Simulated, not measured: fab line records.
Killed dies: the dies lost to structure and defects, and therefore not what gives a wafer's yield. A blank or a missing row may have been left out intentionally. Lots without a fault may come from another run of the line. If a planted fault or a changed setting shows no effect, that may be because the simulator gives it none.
Code-filled problem report in 8D (eight disciplines) form	flow gf180mcu	the parts of the form that need people (team, actions taken, sign-off) are left out

## 1. THE ISSUE
At GF_PASSIVATION_DEVELOP_10, developer-temp-C averages 22.14 C over 6 wafers from 2 lots, while fault-free wafers read 23.02 C, standard deviation 0.1. Measured from the usual mean, that is -8.8 standard deviations.
The step: develop time 60 s.
First observed at day 30 21:00: wafer L376.1, on litho-track-02. The record holds 42 wafers of 14 lots with a number at this step. Rule for "out", or "out of limits": more than 4 standard deviations from the usual mean. All remaining wafers that have a number are taken as sound.

## 2. WHAT IT IS AND WHAT IT IS NOT
question	is	is not
which readings at this step	developer-temp-C	-
which lots	L376, L378	L370, L371, L372, L374, L383, L387, L388, L389, L390, L391, L392, L393
which wafers of those lots	all that have a number	-
read on which tools	litho-track-02	litho-track-03, litho-track-04
when	from day 30 21:00	up to then (12 sound wafers); but 24 sound wafers of L383, L387, L388, L389, L390, L391, L392, L393 came after

## 3. THE SUSPECTS, EACH WITH WHAT RULES IT OUT
Counting: any tool at a process step up to the reading is kept as a suspect provided that every lot that is out went through it and no sound lot did after the first of them.
- litho-track-02 at GF_PASSIVATION_DEVELOP_10 (develop time 60 s): ruled out as a lasting fault. The sound lots L390, L392, L393 went through it after L376, its earliest lot that is out (day 30 21:00).
Left after counting: nothing in the record.

## 4. THE CAUSE (what the simulator had put in)
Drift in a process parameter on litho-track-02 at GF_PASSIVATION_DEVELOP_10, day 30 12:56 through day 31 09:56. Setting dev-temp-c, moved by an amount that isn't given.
Counting ruled it out, wrongly.

## 5. SEQUENCE OF EFFECTS, ordered by route
Each row: a reading where the mean over the struck wafers with a number is more than 3 standard deviations away from the usual. Readings are gone through only where the record gives a usual standard deviation; hours: the median, over the lots, of the time from a lot's start at the first step in this table giving one to that lot's start at this step; sigmas: the change measured in usual standard deviations.
hours	step	reading	usual	on struck wafers	change	sigmas
0	GF_PASSIVATION_DEVELOP_10	developer-temp-C	23.02 C	22.14	-0.88	-8.8
Its process steps:
- GF_PASSIVATION_DEVELOP_10: develop time 60 s.

## 6. WHAT WOULD HAVE CAUGHT IT SOONER
In this record the first reading out of limits was taken at day 30 21:00, 8 hours after the fault began at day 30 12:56.
